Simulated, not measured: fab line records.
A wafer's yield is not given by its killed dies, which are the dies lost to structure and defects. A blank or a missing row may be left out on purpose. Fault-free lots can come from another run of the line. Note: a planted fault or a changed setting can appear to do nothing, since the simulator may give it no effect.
Split-lot trial ; flow sky130 ; 23 wafers read from 5 lots, route of 708 steps

## SPLIT DETAILS
At SKY_VIA1_HDPCVD_00 (deposits SiO2, target thk 1030 nm, time 171.7 s), the setting time-s was moved away from the recipe's 171.7 s on 10 of the 23 wafers read, by -10.1% to +5.3%. For the rest of the wafers, this setting stayed at what the recipe calls for.

Between the split and the reading, the file records no step.

## THE READING
Values of VIA1_HDPCVD_THK in nm from SKY_VIA1_THK_MEAS_01. Fault-free wafers of this fab line usually give 1034 nm, standard deviation 11 nm.

wafer;tool, chamber at the split;time-s as run, s;against the recipe;VIA1_HDPCVD_THK, nm;against lot-mates on the recipe
L074.1;hdpcvd-01, 0;171.7;recipe;1043;-
L074.2;hdpcvd-01, 1;180.8;+5.3%;1096;+58
L074.3;hdpcvd-01, 2;180.8;+5.3%;1089;+51
L074.4;hdpcvd-01, 1;180.8;+5.3%;1086;+48
L074.5;hdpcvd-01, 0;171.7;recipe;1033;-
L076.1;hdpcvd-02, 0;158.4;-7.7%;948;-91
L076.2;hdpcvd-02, 1;171.7;recipe;1050;-
L076.3;hdpcvd-02, 2;158.4;-7.7%;951;-88
L076.5;hdpcvd-02, 2;171.7;recipe;1025;-
L076.6;hdpcvd-02, 1;171.7;recipe;1042;-
L079.1;hdpcvd-02, 1;171.7;recipe;1059;-
L079.3;hdpcvd-02, 0;171.7;recipe;1043;-
L079.5;hdpcvd-02, 2;171.7;recipe;1029;-
L082.1;hdpcvd-02, 2;171.7;recipe;1028;-
L082.2;hdpcvd-02, 1;164;-4.5%;1000;-34
L082.4;hdpcvd-02, 2,1;171.7;recipe;1032;-
L082.5;hdpcvd-02, 0;164;-4.5%;985;-49
L082.6;hdpcvd-02, 2,1;171.7;recipe;1041;-
L084.1;hdpcvd-02, 1;171.7;recipe;1048;-
L084.2;hdpcvd-02, 0,1;154.3;-10.1%;937;-107
L084.4;hdpcvd-02, 2;171.7;recipe;1040;-
L084.5;hdpcvd-02, 0;154.3;-10.1%;934;-110
L084.6;hdpcvd-02, 0,1;154.3;-10.1%;954;-90
The file does not say which wafer passed through which chamber wherever a row lists several chambers: such a row stands for several wafers.

THE FIT
A straight line over all 23 wafers: VIA1_HDPCVD_THK changes by +10.1 nm for each +1% of time-s; r = +0.98; the points scatter about the line by 9.5 nm.
The same after taking each lot's own level away (the mean of its wafers on the recipe; 23 wafers): +10.3 nm for each +1%; r = +0.98; scatter 8.8 nm.
The reading moves by 1e+02 nm for the largest change in time-s, on that fit.
Measured against the standard deviation above, the lots' own levels, which go from 1033.7 to 1044.0 nm, span 0.9 times it.
The two slopes are in agreement: the lot-to-lot level therefore moves the slope only a little.
Check: -104 nm against its lot-mates is what the line predicts for one of the wafers moved furthest among these (-10.1%) when that wafer is left out of the fit. Against them it came out at -107 nm.

## OTHER SPLITS ON THESE WAFERS
These wafers also went through other splits before the reading. Each is held against what the fit with the lots' levels taken away leaves over:
other split on the same wafers;wafers away from the commonest value;r with VIA1_HDPCVD_THK (lot level and that fit taken away)
SKY_SD_P_IMPLANT_09 dose-cm2;4;+0.07
SKY_SD_N_COAT_02 resist-thk-nm;10;-0.05
SKY_SD_N_IMPLANT_09 energy-kev;2;+0.02
SKY_LI_CONTACT_SPUTTER_20 time-s;8;+0.17
SKY_LOCAL_INTERCONNECT_EXPOSE_08 dose-mj;8;+0.10
SKY_CONTACT_HDPCVD_02 sih4-flow-sccm;10;-0.35
SKY_CONTACT_STRIP_19 power-w;10;-0.01

## THE WHOLE CHAIN: every reading that the file lists as answering this split, in the file's order
step;what it does;reading;change (the file's fit);r (the file's)
SKY_VIA1_HDPCVD_00;deposits SiO2, target thk 1030 nm, time 171.7 s;SiO2_of_VIA1_HDPCVD_00.thk-nm (the simulator's own value, which no gauge read);+11 nm for each +1% of the setting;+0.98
SKY_VIA1_THK_MEAS_01;;VIA1_HDPCVD_THK;+10.4 for each +1% of the setting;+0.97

## FILE'S OWN FIT
VIA1_HDPCVD_THK changes by +10.4 nm for each +1% of time-s, r = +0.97.
